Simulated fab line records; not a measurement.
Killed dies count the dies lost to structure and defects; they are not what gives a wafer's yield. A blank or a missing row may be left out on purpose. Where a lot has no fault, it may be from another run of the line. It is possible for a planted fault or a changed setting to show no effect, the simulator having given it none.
One fault seen from 2 desks	flow sfq-line	what lay behind the numbers comes last; until then each desk has only its own

== THE METROLOGY DESK ==
Lot by lot, what the gauges showed, no matter which tool ran the lot: averages of those sampled wafers that carry a number. If a lot's mean is further than 4 standard deviations from the usual mean, the lot is out of limits and carries the mark OUT (the distance appears in the brackets).
Columns: A = M6_OVL at SFQ_M6_OVL_MEAS_940, usual 2 nm; B = I6_BOW at SFQ_I6_BOW_MEAS_941, usual 7 um; C = I6_OVL at SFQ_I6_OVL_MEAS_942, usual 0 nm; D = M7_NB_RS at SFQ_M7_RS_MEAS_943, usual 0.890 ohm/sq; E = M7_OVL at SFQ_M7_OVL_MEAS_945, usual 0 nm; F = M8_BOW at SFQ_M8_BOW_MEAS_951, usual 9 um
lot	first seen here	A	B	C	D	E	F
L235	day 72 22:43	-1	17	-8	0.909	1	19
L244	day 76 14:07	2	1	3	0.893	-5	8
L246	day 77 15:19	-2	14	-3	0.886	-5	16
L247	day 77 22:31	6	-4	-1	0.891	9	-3
L252	day 79 08:24	4	-8	4	0.892	3	-4
This desk's finding: nothing out of limits on any of the 5 lots.

== AT THE TOOL OWNER'S DESK: cmp-02 ==
The tool's own readings at SFQ_TRILAYER_I6_CMP_CMP_166 (polishes SiO2): means of the sampled wafers that have a number, for each lot that ran on this tool. If a lot's mean is further than 4 standard deviations from the usual mean, the lot is out of limits and carries the mark OUT (the distance appears in the brackets).
Columns: A = motor-current-A at SFQ_TRILAYER_I6_CMP_CMP_166, usual 9.9 A; B = time-to-endpoint-s at SFQ_TRILAYER_I6_CMP_CMP_166, usual 217 s
lot	first seen here	A	B
L235	day 72 23:47	11.5	263 (+7.2) OUT
L252	day 79 09:59	9.1	218
This desk finds L235 out of limits, L235 being first, at day 72 23:47 (time-to-endpoint-s at SFQ_TRILAYER_I6_CMP_CMP_166). L252: within limits.

== TAKEN TOGETHER ==
The tool owner's desk could have raised an alarm at day 72 23:47, on L235.
The metrology desk saw nothing out of limits.
The metrology desk holds a record of L235, inside its limits.
Of the lots named, all ran SFQ_TRILAYER_I6_CMP_CMP_166 on cmp-02.

== WHAT HAD BEEN PUT IN BY THE SIMULATOR ==
cmp-02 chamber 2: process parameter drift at SFQ_TRILAYER_I6_CMP_CMP_166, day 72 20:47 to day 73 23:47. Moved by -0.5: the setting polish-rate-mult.
Struck lots among those shown: L235.
Each desk's first reading out of limits, in hours after the fault started: the tool owner's desk, 3.
